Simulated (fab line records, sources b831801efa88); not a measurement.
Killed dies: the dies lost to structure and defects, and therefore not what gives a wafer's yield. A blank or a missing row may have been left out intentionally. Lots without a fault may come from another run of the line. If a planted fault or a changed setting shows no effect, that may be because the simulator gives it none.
Which tool did it?	flow gf180mcu	12 lots with 36 wafers sampled at 5 steps, on a route of 602 steps

WHAT THE GAUGES READ, wafer by wafer
GF_VT_IMPLANT_TW_MEAS_21. Usual: VT_IMPLANT_2_TW 1218, standard deviation 14.
lot	measured	on	VT_IMPLANT_2_TW	flag
L355	day 6 06:58	film_metro-03	1222 1211 1207	
L357	day 6 17:37	film_metro-03	1216 1221 1210	
L359	day 7 09:43	film_metro-01	1206 1207 1203	
L360	day 7 14:13	film_metro-01	1204 1198 1211	
L364	day 8 16:29	film_metro-04	1239 1238 1243	
L366	day 9 04:59	film_metro-01	1208 1215 1207	
L368	day 9 18:13	film_metro-01	1206 1217 1210	
L369	day 10 00:23	film_metro-03	1214 1212 1212	
L372	day 10 16:25	film_metro-03	1211 1207 1210	
L376	day 11 17:34	film_metro-01	1203 1206 1209	
L377	day 12 00:23	film_metro-04	1240 1234 1238	
L378	day 12 09:08	film_metro-03	1208 1204 1210	

GF_VT_IMPLANT_RS_MEAS_49: uses a four-point probe to measure. Usual: MVPSD_RS 1169 ohm/sq, standard deviation 3.1.
lot	measured	on	MVPSD_RS (ohm/sq)	flag
L355	day 7 15:05	film_metro-04	1169 1164 1168	
L357	day 8 01:38	film_metro-03	1171 1170 1169	
L359	day 8 17:43	film_metro-03	1166 1167 1166	
L360	day 8 22:54	film_metro-04	1172 1169 1170	
L364	day 10 02:49	film_metro-04	1167 1167 1164	
L366	day 10 16:26	film_metro-04	1168 1168 1166	
L368	day 11 06:06	film_metro-03	1170 1169 1167	
L369	day 11 12:41	film_metro-04	1162 1168 1169	
L372	day 12 07:17	film_metro-02	1172 1172 1172	
L376	day 13 09:31	film_metro-03	1231 1231 1232	OFF
L377	day 13 16:50	film_metro-04	1218 1216 1222	OFF
L378	day 14 02:01	film_metro-03	1172 1168 1165	

EACH LOT AND THE TOOL THAT RAN IT (in order: tool; ch and the chambers of the sampled wafers; start)
lot	GF_LVPWELL_STRIP_10	GF_MVPSD_IMPLANT_09	GF_VT_IMPLANT_STRIP_31
L355	plasma_asher-01 ch 0,1, day 3 21:44	implanter-01 ch 0, day 5 01:08	plasma_asher-02 ch 0,1, day 6 22:10
L357	plasma_asher-04 ch 0,1, day 4 07:01	implanter-01 ch 0, day 5 10:05	plasma_asher-04 ch 0,1, day 7 09:19
L359	plasma_asher-01 ch 0, day 4 20:11	implanter-03 ch 0, day 6 01:56	plasma_asher-02 ch 0,1, day 8 01:16
L360	plasma_asher-04 ch 0,1, day 5 00:35	implanter-04 ch 0, day 6 06:31	plasma_asher-04 ch 0,1, day 8 05:25
L364	plasma_asher-03 ch 0, day 6 00:43	implanter-04 ch 0, day 7 08:04	plasma_asher-02 ch 0,1, day 9 08:35
L366	plasma_asher-01 ch 0,1, day 6 11:29	implanter-01 ch 0, day 7 19:23	plasma_asher-04 ch 0,1, day 9 22:23
L368	plasma_asher-01 ch 0,1, day 7 00:22	implanter-04 ch 0, day 8 09:07	plasma_asher-03 ch 1, day 10 12:04
L369	plasma_asher-03 ch 0, day 7 05:25	implanter-03 ch 0, day 8 13:50	plasma_asher-02 ch 0,1, day 10 18:14
L372	plasma_asher-04 ch 0,1, day 7 20:26	implanter-01 ch 0, day 9 05:43	plasma_asher-04 ch 0,1, day 11 10:56
L376	plasma_asher-01 ch 0,1, day 8 18:31	implanter-04 ch 0, day 10 04:40	plasma_asher-04 ch 0,1, day 12 13:20
L377	plasma_asher-04 ch 0,1, day 9 00:55	implanter-04 ch 0, day 10 12:25	plasma_asher-02 ch 0,1, day 12 19:52
L378	plasma_asher-01 ch 0,1, day 9 08:34	implanter-03 ch 0, day 10 19:54	plasma_asher-04 ch 0,1, day 13 04:44
- GF_LVPWELL_STRIP_10: strips in O2/N2.
- GF_MVPSD_IMPLANT_09
- GF_VT_IMPLANT_STRIP_31: strips in O2/N2.

AS READ BY THE TOOLS THEMSELVES (means over the sampled wafers that have a number; for cases with no such wafer, the mark the record gives instead)
GF_LVPWELL_STRIP_10. Usual: drypump_motor_current_A 5.5 A, standard deviation 0.57; heater_power_w 318 W, standard deviation 17; oes_product_au 0.722 a.u., standard deviation 0.0049; strip_time_to_endpoint_s 37.01 s, standard deviation 0.13.
lot	tool	drypump_motor_current_A (A)	heater_power_w (W)	oes_product_au (a.u.)	strip_time_to_endpoint_s (s)	flag
L355	plasma_asher-01	6.2	319	0.722	36.91	
L357	plasma_asher-04	5.0	331	0.722	36.82	
L359	plasma_asher-01	6.6	307	0.720	37.00	
L360	plasma_asher-04	5.0	316	0.720	37.11	
L364	plasma_asher-03	5.6	292	0.728	37.31	
L366	plasma_asher-01	6.1	315	0.727	37.13	
L368	plasma_asher-01	6.2	315	0.719	37.18	
L369	plasma_asher-03	5.6	286	0.722	36.97	
L372	plasma_asher-04	5.0	320	0.723	36.91	
L376	plasma_asher-01	6.1	318	0.717	36.99	
L377	plasma_asher-04	5.0	322	0.716	36.88	
L378	plasma_asher-01	6.1	312	0.722	36.90	

GF_MVPSD_IMPLANT_09. Usual: beam_on_s 10.01 s, standard deviation 0.23; dose_ions_cm2 5e+12, standard deviation 5.3e+09; faraday_current_uA 28.2, standard deviation 0.62.
lot	tool	beam_on_s (s)	dose_ions_cm2	faraday_current_uA	flag
L355	implanter-01	10.17	5e+12	27.7	
L357	implanter-01	9.96	5e+12	28.3	
L359	implanter-03	10.08	5e+12	27.9	
L360	implanter-04	9.97	5e+12	28.3	
L364	implanter-04	9.83	5e+12	28.7	
L366	implanter-01	10.01	5e+12	28.3	
L368	implanter-04	10.23	5e+12	27.5	
L369	implanter-03	9.91	5e+12	28.5	
L372	implanter-01	10.09	5e+12	28.0	
L376	implanter-04	7.76	5e+12	36.4	OFF
L377	implanter-04	8.03	5e+12	35.2	OFF
L378	implanter-03	10.01	5e+12	28.2	

GF_VT_IMPLANT_STRIP_31. Usual: drypump_motor_current_A 5.33 A, standard deviation 0.26; heater_power_w 304 W, standard deviation 23; oes_product_au 0.716 a.u., standard deviation 0.0047; strip_time_to_endpoint_s 12.64 s, standard deviation 0.032.
lot	tool	drypump_motor_current_A (A)	heater_power_w (W)	oes_product_au (a.u.)	strip_time_to_endpoint_s (s)	flag
L355	plasma_asher-02	5.45	298	0.713	12.62	
L357	plasma_asher-04	5.02	326	0.716	12.63	
L359	plasma_asher-02	5.44	294	0.715	12.65	
L360	plasma_asher-04	4.98	323	0.715	12.68	
L364	plasma_asher-02	5.44	295	0.716	12.66	
L366	plasma_asher-04	4.99	331	0.711	12.67	
L368	plasma_asher-03	5.53	310	0.717	12.66	
L369	plasma_asher-02	5.55	281	0.716	12.66	
L372	plasma_asher-04	5.03	329	0.715	12.68	
L376	plasma_asher-04	4.98	326	0.719	12.65	
L377	plasma_asher-02	5.53	278	0.713	12.61	
L378	plasma_asher-04	5.06	322	0.713	12.62	

THE ANSWER, worked out from the rows above alone
Rule: lot off if the mean of its wafers having a number is beyond 3 standard deviations from the usual mean. Also off: a lot with no number at a reading for which 4 or more lots have one. The other lots that the step has rows for count as sound. After the gauges, taken in route order, come the tools' own readings; for these a lot's mean is taken, as printed above. At the first step where some lot is off, the reading lying furthest off is the one used; lots without a number count as furthest.
Off: at GF_VT_IMPLANT_RS_MEAS_49 (MVPSD_RS), L376, L377.
A tool fits if, at a process step before that reading, it ran every lot that is off, and no sound lot after the first of them. Not tried: the gauges at GF_VT_IMPLANT_RS_MEAS_49; whatever is off there is also off at GF_MVPSD_IMPLANT_09, on other tools, and gauge error can't account for it. One fits: implanter-04 at GF_MVPSD_IMPLANT_09. A fault onset in the window from L368 (day 8 09:07, its last sound lot) to L376 (day 10 04:40, its first lot off) fits.
The tool's own readings at GF_MVPSD_IMPLANT_09 bear it out: on the lots that are off they differ by more than 5 times the standard deviation of the sound lots' means. beam_on_s reads 7.89 s there against 10.03 s on the sound lots; faraday_current_uA reads 35.8 there against 28.1 on the sound lots.

WHAT THE SIMULATOR PUT IN
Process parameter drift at GF_MVPSD_IMPLANT_09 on implanter-04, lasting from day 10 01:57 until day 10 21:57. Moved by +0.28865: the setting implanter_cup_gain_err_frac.
Lots struck among those shown: L376, L377. The rule given above showed the same thing.
